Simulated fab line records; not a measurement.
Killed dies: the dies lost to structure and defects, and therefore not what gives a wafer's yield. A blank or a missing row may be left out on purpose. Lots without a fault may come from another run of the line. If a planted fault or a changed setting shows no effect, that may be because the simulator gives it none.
Comparing a struck lot with a sound one	flow sky130	17 out of 708 route steps
Sound: wafers L818.2, L818.3, L818.6. Struck: wafer L828.1 (left out: L828.2, L828.4 of the same lot, which were not struck); the cause appears at the end.
Order at every step that has rows: each side's tool, ch and its chambers, its first start. Under that, the readings that differ: sound wafers	struck wafers	difference of the means	sigmas: that difference in standard deviations of wafers without a fault.
alike: readings with means less than 2 such deviations apart, plus words and numbers identical on both sides. not compared: withheld readings, readings lacking a value on some wafer, bounds such as >300 that could conceal the same value, and numbers that have no deviation in the record and whose values overlap.
A row with sigmas, a row that says differs or no value, or rows on one side alone: a step with any of these is where the two part. Non-overlapping numbers with no deviation appear without sigmas and do not part them. A reading that every wafer of one side lacks parts them only if that side has two wafers or more.

first, 4 steps without rows for these wafers: SKY_VT_ADJUST_PCH_SOFTBAKE_03; SKY_VT_ADJUST_PCH_EXPOSE_04 (exposes mask NWM, target cd 840 nm); SKY_VT_ADJUST_PCH_PEB_05; SKY_VT_ADJUST_PCH_DEVELOP_06 (develop time 60 s).
SKY_VT_ADJUST_PCH_OVL_MEAS_07:
  sound on overlay-02 at day 11 14:10; struck on overlay-01 at day 14 11:47
  alike: VT_ADJUST_PCH_OVL
then, 1 step without rows for these wafers: SKY_VT_ADJUST_PCH_IMPLANT_08.
SKY_VT_ADJUST_PCH_STRIP_09: strips in O2/N2.
  sound on plasma_asher-03 ch 0,1, day 11 14:25; struck on plasma_asher-02 ch 1, day 14 11:59
  alike: drypump_motor_current_A, o2_flow_sccm, oes_product_au, strip_time_to_endpoint_s
  not compared: rf_hours_counter_h
SKY_VT_ADJUST_PCH_TW_MEAS_10:
  sound on film_metro-02 at day 11 14:31; struck on film_metro-01 at day 14 12:05
reading	sound	struck	difference	sigmas
VT_ADJUST_PCH_TW	141.7 143.0 142.5	144.4	+2.0	+2
then, 4 steps without rows for these wafers: SKY_SONOS_TUNNEL_DEHYDRATE_00 (time 60 s); SKY_SONOS_TUNNEL_HMDS_01 (prime time 60 s); SKY_SONOS_TUNNEL_COAT_02 (resist thk 1140 nm); SKY_SONOS_TUNNEL_SOFTBAKE_03 (time 60 s).
SKY_SONOS_TUNNEL_EXPOSE_04: exposes mask TUNM, target cd 410 nm.
  sound on iline_stepper-01 ch 0, day 12 03:16; struck on iline_stepper-01 ch 0, day 15 01:05
  alike: mask
then, 2 steps without rows for these wafers: SKY_SONOS_TUNNEL_PEB_05; SKY_SONOS_TUNNEL_DEVELOP_06 (develop time 60 s).
SKY_SONOS_TUNNEL_CD_MEAS_07: the cd target is 410 nm.
  sound on cd_sem-01 at day 12 14:28; struck on cd_sem-01 at day 15 15:00
reading	sound	struck	difference	sigmas
cd_nm (nm)	404.7 406.3 408.3	428.8	+22.4	+12
SKY_SONOS_TUNNEL_OVL_MEAS_08:
  sound on overlay-01 at day 12 14:35; struck on overlay-02 at day 15 15:07
  alike: SONOS_TUNNEL_OVL

## WHERE THEY PART
Earliest at SKY_VT_ADJUST_PCH_TW_MEAS_10; latest, in this record, at SKY_SONOS_TUNNEL_CD_MEAS_07. Later steps at which nothing parts them and some readings are alike: SKY_SONOS_TUNNEL_OVL_MEAS_08.

WHY: whatever the simulator had introduced
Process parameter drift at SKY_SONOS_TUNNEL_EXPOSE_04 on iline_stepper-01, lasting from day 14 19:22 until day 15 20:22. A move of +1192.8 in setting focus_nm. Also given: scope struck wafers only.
